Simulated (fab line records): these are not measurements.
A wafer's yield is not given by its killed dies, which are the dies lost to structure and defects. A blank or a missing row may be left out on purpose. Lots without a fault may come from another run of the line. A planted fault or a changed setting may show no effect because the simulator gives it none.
8D (eight disciplines) problem report, filled in by code -- flow sky130 -- the parts of the form that need people (team, actions taken, sign-off) are left out

1. THE PROBLEM
Wafers without a fault read 20.001 s, standard deviation 0.0094; overpolish_run_s at SKY_VIA2_CMP_24 reads a mean of 27.299 s on 2 wafers belonging to 2 lots. That is +99 or more standard deviations from the usual mean.
The step: polishes, stops on SiO2, t overpolish 20 s, target thk 0 nm.
First observed at day 40 00:45: wafer L473.4, on cmp-02. The record holds 39 wafers of 13 lots with a number at this step. Rule for "out" (also "out of limits"): further than 4 standard deviations from the usual mean. Any other wafer with a number is counted as sound.

2. WHAT IT IS AND WHAT IT IS NOT
question,is,is not
which readings at this step,overpolish_run_s,"motor_current_A, time_to_endpoint_s"
which lots,"L473, L474","L464, L466, L467, L469, L470, L471, L472, L475, L484, L485, L486"
which wafers of those lots,"L473.4, L474.2","L473.1, L473.3, L474.3, L474.6"
read on which tools,cmp-02,cmp-01
when,from day 40 00:45,"up to then (23 sound wafers); but 14 sound wafers of L474, L475, L484, L485, L486 came after"

3. WHAT RULES OUT EACH SUSPECT
Counting: if a tool at a process step up to the reading ran every lot that is out, it stays a suspect. Sound lots after the first of them don't rule it out here, since some wafers of a struck lot are sound.
- cmp-02 at SKY_VIA2_CMP_24 (polishes, stops on SiO2, t overpolish 20 s, target thk 0 nm): kept. Ran every lot that is out, first one L473 (day 40 00:45); last sound lot up to then L472 (day 39 09:50). Out on those wafers are its own readings of overpolish_run_s.
- cmp-02, SKY_VIA2_CMP_24: wafers that are out in chamber 2, sound lot-mates in chambers 0, 1, 3.
Remaining after the count: cmp-02 at SKY_VIA2_CMP_24.

4. THE CAUSE (what the simulator had put in)
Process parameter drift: cmp-02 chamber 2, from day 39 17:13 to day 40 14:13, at SKY_VIA2_CMP_24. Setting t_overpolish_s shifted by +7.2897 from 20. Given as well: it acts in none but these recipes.
Only this tool survived the counting.

5. THE EFFECT CHAIN, in route order
Each row: a reading where the mean over the struck wafers with a number is more than 3 standard deviations away from the usual. Only readings whose record carries a usual standard deviation are examined. hours: median over the lots of the time between each lot's start at the first step of this table that gives one and its start at this step. sigmas: the change, counted in usual standard deviations.
hours,step,reading,usual,on struck wafers,change,sigmas
0,SKY_VIA2_CMP_24,overpolish_run_s,20.001 s,27.299,+7.298,+99 or more
Here are the process steps it includes:
- SKY_VIA2_CMP_24: polishes, stops on SiO2, t overpolish 20 s, target thk 0 nm.
Later steps that measure or inspect, where all struck wafers having a row at the step show a number for every such reading and not one has moved that far: SKY_CAPM_OVL_MEAS_12.

6. WHAT WOULD HAVE CAUGHT IT SOONER
In this record the first reading out of limits was taken at day 40 00:45, 8 hours after the fault began at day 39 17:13.
